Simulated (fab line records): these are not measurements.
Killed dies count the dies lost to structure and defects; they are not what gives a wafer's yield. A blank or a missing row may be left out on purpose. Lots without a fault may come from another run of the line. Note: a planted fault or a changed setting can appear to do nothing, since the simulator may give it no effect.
fab line records | flow sky130
record: lots: 13 wafers: 39 lastDay: 50
route steps=708 shown RES_PROTECT@210 CONTACT@411 VIA2@519
lots that met no fault: from a run of the same line without faults
startH: hours from the record's opening day to when the first of the lot's shown wafers began | waitH: hours from the lot's prior step to this one | " the same as in the row above | L1.1+2: one row covering several wafers at once | - no value, or no start given | * or withheld: withheld | < > ~ a bound
route shown NAME@n: NAME is a module with steps in the file, n the number in the route of the first one | usual: mean and standard deviation over wafers with no fault | same: alike in all rows | chamber/n: place in a boat | sites: each site's reading | _std_site: the values' standard deviation | _edge_site: outer sites' mean less inner sites' | radiusMm: how far each site lies from the wafer's centre | mask NAME#n: copy n | behind: the tool/chamber that last shaped the wafer | hold: the reason the lot was held/the length of the hold in hours/how it ended | device: names the non-switching transistor (n, p or np) | end of line: tests run on the same wafers once the route is complete | a step without rows: its recipe alone | killed: dies lost to structure and defects at the first sort, not the wafer's yield | map: per-die view of a wafer (x killed, . not killed, _ where there is no die)
set.NAME: the run value of the setting; set.NAME@STEP: its run value at that earlier step | model.NAME: the simulator's own value behind a step, which no gauge read
steps of the route over a sample of lots; a table a step, a row a wafer
services: from which hour (startH, from the record's first day; less than 0 if before it) a tool's chamber was out of use, for how many hours, and why
== steps ==
step: SKY_RES_PROTECT_EXPOSE_04
recipe: maskId: RPM na: 0.6 sourceShape: conventional sigmaOuter: 0.6 polarization: unpolarized targetCdNm: 1270 doseMj: 131
columns lot.wafer tool chamber startH waitH mask
L224.4+5+6 ilineStepper-02 0 354.18 - RPM#0
L225.1+2+3 ilineStepper-01 0 358.02 - RPM#0
L226.4+5+6 ilineStepper-01 0 364.77 - RPM#0
L227.1+3+6 ilineStepper-02 0 371.47 - RPM#0
L228.3+4+5 ilineStepper-01 0 380.91 - RPM#0
L229.1+3+6 ilineStepper-02 0 398.27 - TUNM#0
L232.3+4+6 ilineStepper-02 0 418.55 - RPM#0
L234.3+5+6 ilineStepper-01 0 439.88 - RPM#0
L238.1+4+6 ilineStepper-02 0 477.57 - RPM#0
L240.1+2+3 ilineStepper-02 0 485.44 - RPM#0
L241.4+5+6 ilineStepper-01 0 498.74 - RPM#0
L243.2+4+5 ilineStepper-02 0 512.45 - RPM#0
L244.2+4+6 ilineStepper-02 0 519.31 - RPM#0
step: SKY_RES_PROTECT_TW_MEAS_08
usual: POLY_GATE_TW: 4035/28
columns lot.wafer tool chamber startH waitH POLY_GATE_TW
L224.4 filmMetro-02 - 367.27 0.1 4070
L224.5 " - " " 4077
L224.6 " - " " 4095
L225.1 filmMetro-01 - 371.56 0.1 4032
L225.2 " - " " 4029
L225.3 " - " " 4035
L226.4 filmMetro-04 - 379.52 0.1 4019
L226.5 " - " " 4011
L226.6 " - " " 4025
L227.1 filmMetro-02 - 385.99 0.1 4042
L227.3 " - " " 4034
L227.6 " - " " 4045
L228.3 filmMetro-04 - 394.63 0.1 4014
L228.4 " - " " 4011
L228.5 " - " " 3996
L229.1 filmMetro-02 - 413.24 0.1 30
L229.3 " - " " 30
L229.6 " - " " 30
L232.3 filmMetro-01 - 433.66 0.1 4048
L232.4 " - " " 4055
L232.6 " - " " 4018
L234.3 filmMetro-02 - 455.41 0.1 4083
L234.5 " - " " 4060
L234.6 " - " " 4056
L238.1 filmMetro-01 - 493.14 0.1 3968
L238.4 " - " " 3976
L238.6 " - " " 4005
L240.1 filmMetro-01 - 500.04 0.1 3981
L240.2 " - " " 3989
L240.3 " - " " 3994
L241.4 filmMetro-02 - 512.89 0.1 4069
L241.5 " - " " 4047
L241.6 " - " " 4061
L243.2 filmMetro-04 - 527.50 0.1 4063
L243.4 " - " " 4066
L243.5 " - " " 4060
L244.2 filmMetro-01 - 534.45 0.1 4048
L244.4 " - " " 4045
L244.6 " - " " 4056
step: SKY_CONTACT_BOW_MEAS_05
recipe: mode: bow
usual: CONTACT_BOW: 84/7.8
columns lot.wafer tool chamber startH waitH CONTACT_BOW[um]
L224.4 filmMetro-01 - 732.63 0.2 79
L224.5 " - " " 77
L224.6 " - " " 84
L225.1 filmMetro-03 - 741.09 0.1 76
L225.2 " - " " 93
L225.3 " - " " 88
L226.4 filmMetro-03 - 747.68 0.2 87
L226.5 " - " " 87
L226.6 " - " " 95
L227.1 filmMetro-03 - 749.87 0.2 91
L227.3 " - " " 85
L227.6 " - " " 83
L228.3 filmMetro-04 - 759.08 0.2 84
L228.4 " - " " 76
L228.5 " - " " 73
L229.1 filmMetro-01 - 777.71 0.1 89
L229.3 " - " " 73
L229.6 " - " " 80
L232.3 filmMetro-03 - 796.62 0.2 85
L232.4 " - " " 94
L232.6 " - " " 89
L234.3 filmMetro-03 - 809.95 0.2 83
L234.5 " - " " 95
L234.6 " - " " 79
L238.1 filmMetro-04 - 847.35 0.1 74
L238.4 " - " " 80
L238.6 " - " " 82
L240.1 filmMetro-03 - 850.44 0.1 82
L240.2 " - " " 84
L240.3 " - " " 74
L241.4 filmMetro-04 - 862.62 0.2 91
L241.5 " - " " 84
L241.6 " - " " 76
L244.2 filmMetro-03 - 876.33 0.2 91
L244.4 " - " " 86
L244.6 " - " " 79
L243.2 filmMetro-03 - 883.14 0.3 92
L243.4 " - " " 90
L243.5 " - " " 86
step: SKY_CONTACT_SPUTTER_23
recipe: material: TiN targetThkNm: 20 chamberPressurePa: 5 powerW: 4000 timeS: 80
usual: throttleValvePct: 30.1/1.3
columns lot.wafer tool chamber startH waitH throttleValvePct
L224.4 pvdSputter-02 - 760.29 0.0 29.0
L224.5 " - " " 31.7
L224.6 " - " " 30.3
L225.1 pvdSputter-03 - 770.06 0.0 30.9
L225.2 " - " " 30.2
L225.3 " - " " 30.4
L226.4 pvdSputter-01 - 775.19 0.0 30.1
L226.5 " - " " 31.8
L226.6 " - " " 27.4
L227.1 pvdSputter-01 - 777.61 0.0 27.8
L227.3 " - " " 31.2
L227.6 " - " " 30.2
L228.3 pvdSputter-02 - 786.79 0.0 27.9
L228.4 " - " " 30.5
L228.5 " - " " 29.3
L229.1 pvdSputter-03 - 805.49 0.0 30.4
L229.3 " - " " 30.9
L229.6 " - " " 30.5
L232.3 pvdSputter-01 - 822.82 0.0 27.6
L232.4 " - " " 31.8
L232.6 " - " " 31.4
L234.3 pvdSputter-02 - 836.36 0.0 29.1
L234.5 " - " " 29.3
L234.6 " - " " 27.7
L238.1 pvdSputter-01 - 873.63 0.0 31.2
L238.4 " - " " 31.0
L238.6 " - " " 30.1
L240.1 pvdSputter-01 - 877.55 0.0 30.0
L240.2 " - " " 32.0
L240.3 " - " " 31.0
L241.4 pvdSputter-02 - 890.02 0.0 29.1
L241.5 " - " " 27.7
L241.6 " - " " 31.2
L244.2 pvdSputter-03 - 902.52 0.0 30.5
L244.4 " - " " 30.3
L244.6 " - " " 30.4
L243.2 pvdSputter-02 - 909.41 0.0 29.6
L243.4 " - " " 28.0
L243.5 " - " " 30.7
step: SKY_VIA2_CD_MEAS_12
recipe: targetCdNm: 200
usual: cdNm: 199.8/1.3
columns lot.wafer tool chamber startH waitH cdNm
L224.4 cdSem-01 - 873.32 - 200.1
L224.5 " - " " 199.3
L224.6 " - " " 199.6
L225.1 cdSem-02 - 880.26 - 200.0
L225.2 " - " " 199.7
L225.3 " - " " 201.1
L226.4 cdSem-02 - 884.27 - 200.2
L226.5 " - " " 200.6
L226.6 " - " " 200.1
L227.1 cdSem-01 - 885.95 - 198.4
L227.3 " - " " 199.0
L227.6 " - " " 199.0
L228.3 cdSem-02 - 895.99 - 199.6
L228.4 " - " " 197.9
L228.5 " - " " 196.9
L229.1 cdSem-02 - 913.31 - 200.2
L229.3 " - " " 200.1
L229.6 " - " " 201.0
L232.3 cdSem-02 - 930.14 - 198.6
L232.4 " - " " 199.3
L232.6 " - " " 199.0
L234.3 cdSem-01 - 944.10 - 200.9
L234.5 " - " " 200.3
L234.6 " - " " 201.1
L238.1 cdSem-02 - 978.65 - 200.9
L238.4 " - " " 199.4
L238.6 " - " " 199.9
L240.1 cdSem-02 - 981.63 - 200.0
L240.2 " - " " 202.3
L240.3 " - " " 199.9
L241.4 cdSem-02 - 993.52 - 200.1
L241.5 " - " " 200.6
L241.6 " - " " 200.3
L244.2 cdSem-02 - 1004.65 - 200.0
L244.4 " - " " 200.9
L244.6 " - " " 200.3
L243.2 cdSem-02 - 1010.55 - 201.3
L243.4 " - " " 201.1
L243.5 " - " " 201.0
== services ==
columns tool chamber startH hours kind
pvdSputter-02 - 333.99 13.5 repair
ilineStepper-02 - 342.39 1.7 pm
ilineStepper-01 - 353.97 1.7 pm
pvdSputter-01 - 379.14 13.1 repair
pvdSputter-02 - 437.01 6.7 repair
ilineStepper-01 - 479.99 7.4 repair
ilineStepper-02 - 479.99 5.0 repair
ilineStepper-02 - 560.68 1.7 pm
ilineStepper-01 - 572.15 1.7 pm
pvdSputter-01 - 589.37 2.7 repair
ilineStepper-02 - 625.26 1.8 repair
ilineStepper-01 - 637.00 4.3 pm
pvdSputter-01 - 688.36 1.6 repair
pvdSputter-01 - 706.86 1.1 repair
pvdSputter-02 - 718.91 5.3 repair
pvdSputter-02 - 751.22 4.7 repair
ilineStepper-02 - 778.75 1.7 pm
ilineStepper-01 - 790.33 1.7 pm
ilineStepper-02 - 805.76 4.4 pm
ilineStepper-01 - 810.31 4.4 pm
pvdSputter-01 - 865.20 1.9 repair
ilineStepper-02 - 865.87 2.5 repair
pvdSputter-01 - 887.18 3.8 repair
pvdSputter-02 - 903.76 0.9 repair
== key ==
firstSign: step: SKY_RES_PROTECT_EXPOSE_04 reading: mask direction: changed
effect: step: SKY_RES_PROTECT_TW_MEAS_08 reading: POLY_GATE_TW direction: down sigmas: 99+ usual: 4035 struck: 30
metAt SKY_RES_PROTECT_EXPOSE_04
struckLots L229
testerLeftOut L229
notActingAt SKY_CONTACT_BOW_MEAS_05,SKY_CONTACT_SPUTTER_23,SKY_VIA2_CD_MEAS_12
onsetBetween 371.47 398.27
fault: kind: wrongMask tool: any chamber: - onsetH: 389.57 steps: SKY_RES_PROTECT_EXPOSE_04 auxCopy: TUNM#0 scope: struckLotsOnly
testerLeftOut: of these lots the tester's yield and bins aren't shown, on N5 and GAA mostly nor the transistor test; their killed dies are dies lost to structure and defects alone, not to doping, threshold or leakage, so they don't give the yield
